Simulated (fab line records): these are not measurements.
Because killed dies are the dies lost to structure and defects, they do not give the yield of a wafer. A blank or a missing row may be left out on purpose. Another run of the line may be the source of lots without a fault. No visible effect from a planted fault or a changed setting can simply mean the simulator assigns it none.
Struck lot and sound lot, side by side -- flow sky130 -- 16 steps out of a route of 708
Sound: the wafers L615.1, L615.2, L615.5. Struck: wafer L623.3 (left out: L623.4, L623.5 of the same lot, which were not struck); the cause appears at the end.
At each step with rows: each side's tool, then ch and its chambers, then its first start. Under that, the readings that differ: sound wafers -- struck wafers -- difference of the means -- sigmas: that difference in standard deviations of wafers without a fault.
alike: same words and numbers on both sides, and readings whose means sit less than 2 such deviations apart. not compared: any withheld reading, any reading some wafer has no value for, any bound like >300 that may hide the same value, and any number with overlapping values for which the record gives no deviation.
A row with sigmas, a row that says differs or no value, or rows on one side alone: a step with any of these is where the two part. Non-overlapping numbers with no deviation appear without sigmas and do not part them. Lack of a reading on every wafer of one side parts them only where that side has two or more wafers.

SKY_VIA3_BOW_MEAS_03:
  sound on film_metro-04 at day 39 10:19; struck on film_metro-02 at day 41 18:29
  alike: VIA3_BOW
then, 8 steps without rows for these wafers: SKY_VIA3_DEHYDRATE_04 (time 60 s); SKY_VIA3_HMDS_05 (prime time 60 s); SKY_VIA3_COAT_06 (resist thk 60 nm); SKY_VIA3_COAT_07 (resist thk 450 nm); SKY_VIA3_SOFTBAKE_08 (time 90 s); SKY_VIA3_EXPOSE_09 (exposes mask VIM3, target cd 200 nm); SKY_VIA3_PEB_10; SKY_VIA3_DEVELOP_11 (develop time 60 s).
SKY_VIA3_CD_MEAS_12: the cd target is 200 nm.
  sound on cd_sem-01 at day 40 11:10; struck on cd_sem-01 at day 42 17:45
  alike: cd_nm
SKY_VIA3_OVL_MEAS_13:
  sound on overlay-02 at day 40 11:17; struck on overlay-02 at day 42 17:51
  alike: VIA3_OVL
SKY_VIA3_ETCH_14: etches BARC in N2/H2, stops on SiO2, time 45.9 s, target depth 60 nm.
  sound on rie_diel-01 ch 0,3, day 40 11:19; struck on rie_diel-01 ch 2, day 42 17:52
  alike: drypump_motor_current_A, oes_product_au, throttle_valve_pct
  not compared: rf_hours_counter_h
SKY_VIA3_ETCH_15: etches SiO2 in C4F8/O2/Ar, stops on TiN, target depth 507 nm, time 78 s.
  sound on rie_diel-01 ch 0,3, day 40 11:22; struck on rie_diel-01 ch 2, day 42 17:55
reading,sound,struck,difference,sigmas
oes_product_au (a.u.),0.948 0.947 0.945,0.866,-0.081,-18
model.VIA3.feature_depth_nm (nm),465.4 465.3 464.4,398,-67,
model.etch.depth_nm (nm),465.4 465.3 464.4,398,-67,
model.KrF-thick_of_VIA3_COAT_07.thk_nm (nm),288.7 289.8 288.7,314.5,+25.4,
  not compared: rf_hours_counter_h
SKY_VIA3_STRIP_16: strips in O2/N2.
  sound on plasma_asher-01 ch 0,1, day 40 11:25; struck on plasma_asher-04 ch 0, day 42 18:00
reading,sound,struck,difference,sigmas
oes_product_au (a.u.),0.402 0.405 0.404,0.418,+0.014,+3
strip_time_to_endpoint_s (s),4.108 4.135 4.096,4.383,+0.270,+12
  alike: drypump_motor_current_A
  not compared: rf_hours_counter_h
then, 1 step without rows for these wafers: SKY_VIA3_STRIP_17 (strips in post etch residue remover, time 1200 s).
-- the record jumps here: 6 days lie between the struck wafers' starts before and after (it left off in module VIA3 and takes up again in module PAD_OPEN, whose first step shown is number 708 of the route) --
SKY_PAD_OPEN_PROBE_99:
  sound on prober-01 at day 46 10:52; struck on prober-01 at day 48 09:02
reading,sound,struck,difference,sigmas
hold,- - -,await_dispo/2.9h/release,no value on the sound wafers,
defect_limited_yield (%),83.9 82.5 82.9,0,-83,-42
killed_at_M0_to_M3,37 45 43,458,+416,+54
killed_at_M4_up,6 5 4,1,-4,-2
killed_dies,79 86 84,492,+409,+41
killed_on_rim,14 10 16,96,+83,+20
sort_bin_5_function (%),9.6 10.8 10.2,94.7,+84.5,+56
sort_n_pass,413 406 408,0,-409,-41
sort_yield_pct (%),83.9 82.5 82.9,0,-83,-42
  alike: killed_at_contacts, killed_at_front_end, killed_at_other, killed_open, killed_short, sort_bin_3_pad_short, sort_bin_6_memory

WHERE THEY PART
Last at SKY_PAD_OPEN_PROBE_99 as far as this record goes, first at SKY_VIA3_ETCH_15.

WHY: the cause the simulator had injected
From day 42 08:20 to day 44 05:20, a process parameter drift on rie_diel-01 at SKY_VIA3_ETCH_15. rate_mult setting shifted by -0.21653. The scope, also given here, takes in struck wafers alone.
